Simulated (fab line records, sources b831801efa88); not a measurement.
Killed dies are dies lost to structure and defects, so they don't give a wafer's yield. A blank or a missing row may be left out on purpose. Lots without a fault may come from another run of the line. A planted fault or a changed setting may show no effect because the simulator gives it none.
A struck lot beside a sound one | flow sfq_line | 28 steps out of a route of 325
Sound: wafers L787.1, L787.4, L787.5. Struck: wafer L775.6. (L775.1, L775.2 of the same lot were not struck and are left out.) The cause comes at the end.
At each step with rows: each side's tool, then ch and its chambers, then its first start. Under that, the readings that differ: sound wafers | struck wafers | difference of the means | sigmas: that difference in standard deviations of wafers without a fault.
alike: readings whose means differ by less than 2 such deviations, and words and numbers that are the same on both sides. not compared: withheld readings, readings that some wafer has no value for, bounds like >300 that may hide the same value, and numbers for which the record gives no deviation and whose values overlap.
The two part at a step that has a row with sigmas, a row that says differs or no value, or rows on one side only. Numbers that don't overlap but have no deviation are shown without sigmas and don't part them. A reading that every wafer of one side lacks parts them only if that side has two wafers or more.

first, 6 steps without rows for these wafers: SFQ_TRILAYER_M3_LITHO_COAT_080 (resist thk 62 nm); SFQ_TRILAYER_M3_LITHO_COAT_075 (resist thk 600 nm); SFQ_TRILAYER_M3_LITHO_SOFTBAKE_079; SFQ_TRILAYER_M3_LITHO_EXPOSE_076 (exposes mask M3, target cd 500 nm); SFQ_TRILAYER_M3_LITHO_PEB_078 (peb time 60 s); SFQ_TRILAYER_M3_LITHO_DEVELOP_077 (time 60 s).
SFQ_M3_OVL_MEAS_921:
  sound on overlay-02, day 49 13:52; struck on overlay-02, day 39 11:22
  alike: M3_OVL
SFQ_TRILAYER_M3_BARC_OPEN_METAL_ETCH_100: etches BARC in O2, target depth 125 nm, time 41.7 s.
  sound on rie_metal-01 ch 0,1, day 49 13:54; struck on rie_metal-01 ch 0, day 39 11:24
  reading            | sound             | struck | difference | sigmas
  rf_fwd_power_W (W) | 592.4 597.3 597.1 | 587.0  | -8.6       | -3
  alike: chamber_pressure_mTorr, drypump_motor_current_A, oes_product_au
  not compared: rf_hours_counter_h
then, 1 step without rows for these wafers: SFQ_TRILAYER_M3_ETCH_METAL_ETCH_078 (etches Nb in Cl2/Ar, stops on SiO2, target depth 240 nm, time 120 s).
SFQ_TRILAYER_M3_STRIP_STRIP_079: strips in O2.
  sound on rie_metal-01 ch 0,1, day 49 14:05; struck on rie_metal-01 ch 0, day 39 11:35
  alike: chamber_pressure_mTorr, drypump_motor_current_A, oes_product_au, platen_temp_c
  not compared: rf_hours_counter_h
then, 1 step without rows for these wafers: SFQ_TRILAYER_M3_STRIP_SOLV_CLEAN_080 (cleans in NMP, time 600 s).
SFQ_TRILAYER_I3_DEP_PECVD_081: deposits SiO2 from SiH4/N2O, time 111.11 s, target thk 500 nm.
  sound on pecvd-04 ch 0,1,2, day 49 14:52; struck on pecvd-03 ch 1, day 39 12:34
  alike: heater_power_w, rf_fwd_power_W, throttle_valve_pct
SFQ_TRILAYER_I3_CMP_CMP_082: polishes SiO2.
  sound on cmp-02 ch 0,2,3, day 49 18:28; struck on cmp-02 ch 1, day 39 19:34
  reading                                             | sound             | struck | difference | sigmas
  model.SiO2_of_TRILAYER_I3_DEP_PECVD_081.thk_nm (nm) | 200.8 199.4 200.6 | 219.6  | +19.3      |
  alike: motor_current_A, time_to_endpoint_s
SFQ_I3_BOW_MEAS_922:
  sound on film_metro-02, day 49 21:28; struck on film_metro-02, day 39 20:04
  alike: I3_BOW
SFQ_TRILAYER_I3_METRO_MEASURE_083:
  sound on film_metro-02, day 49 21:35; struck on film_metro-02, day 39 20:11
  reading     | sound             | struck | difference | sigmas
  thk_nm (nm) | 200.6 199.5 200.8 | 219.6  | +19.3      | +21
then, 6 steps without rows for these wafers: SFQ_TRILAYER_I3_VIA_LITHO_COAT_090 (resist thk 62 nm); SFQ_TRILAYER_I3_VIA_LITHO_COAT_085 (resist thk 650 nm); SFQ_TRILAYER_I3_VIA_LITHO_SOFTBAKE_089; SFQ_TRILAYER_I3_VIA_LITHO_EXPOSE_086 (exposes mask I3, target cd 500 nm); SFQ_TRILAYER_I3_VIA_LITHO_PEB_088 (peb time 60 s); SFQ_TRILAYER_I3_VIA_LITHO_DEVELOP_087 (time 60 s).
SFQ_I3_OVL_MEAS_923:
  sound on overlay-01, day 50 01:02; struck on overlay-02, day 40 02:29
  alike: I3_OVL
SFQ_TRILAYER_I3_VIA_BARC_OPEN_VIA_ETCH_121: etches BARC in O2, target depth 125 nm, time 41.7 s.
  sound on rie_diel-03 ch 1,2,3, day 50 01:05; struck on rie_diel-04 ch 2, day 40 02:31
  reading            | sound             | struck | difference | sigmas
  rf_fwd_power_W (W) | 491.3 497.2 498.2 | 490.6  | -5.0       | -2
  alike: chamber_pressure_mTorr, drypump_motor_current_A, oes_product_au
  not compared: rf_hours_counter_h
SFQ_TRILAYER_I3_VIA_ETCH_VIA_ETCH_088: etches SiO2 in CHF3, stops on Nb, target depth 260 nm.
  sound on rie_diel-03 ch 1,2,3, day 50 01:07; struck on rie_diel-04 ch 2, day 40 02:33
  reading                        | sound             | struck | difference | sigmas
  drypump_motor_current_A (A)    | 6.4 6.8 5.8       | 5.1    | -1.2       | -2
  oes_product_au (a.u.)          | 0.861 0.849 0.861 | 0.895  | +0.038     | +7
  model.I3.feature_depth_nm (nm) | 200.8 199.4 200.6 | 219.6  | +19.3      |
  model.etch.depth_nm (nm)       | 200.8 199.4 200.6 | 219.6  | +19.3      |
  alike: chamber_pressure_mTorr, rf_fwd_power_W
then, 2 steps without rows for these wafers: SFQ_TRILAYER_I3_VIA_STRIP_STRIP_089 (strips in O2); SFQ_TRILAYER_I3_VIA_STRIP_SOLV_CLEAN_090 (cleans in NMP, time 600 s).
SFQ_TRILAYER_M4_DEP_PRE_CLEAN_092: time 22.5 s.
  sound on pvd_sputter-04, day 50 02:01; struck on pvd_sputter-06, day 40 03:26
  reading                                             | sound             | struck | difference | sigmas
  model.SiO2_of_TRILAYER_I3_DEP_PECVD_081.thk_nm (nm) | 193.3 191.9 193.1 | 212.1  | +19.3      |
SFQ_TRILAYER_M4_DEP_SPUTTER_091: material Nb, target thk 200 nm, time 133.3 s.
  sound on pvd_sputter-04, day 50 02:02; struck on pvd_sputter-06, day 40 03:28
  alike: substrate_temp_c, throttle_valve_pct

WHERE THEY PART
First at SFQ_TRILAYER_M3_BARC_OPEN_METAL_ETCH_100; last, within this record, at SFQ_TRILAYER_I3_VIA_ETCH_VIA_ETCH_088. Later steps at which nothing parts them and some readings are alike: SFQ_TRILAYER_M4_DEP_SPUTTER_091.

WHY: what the simulator had put in
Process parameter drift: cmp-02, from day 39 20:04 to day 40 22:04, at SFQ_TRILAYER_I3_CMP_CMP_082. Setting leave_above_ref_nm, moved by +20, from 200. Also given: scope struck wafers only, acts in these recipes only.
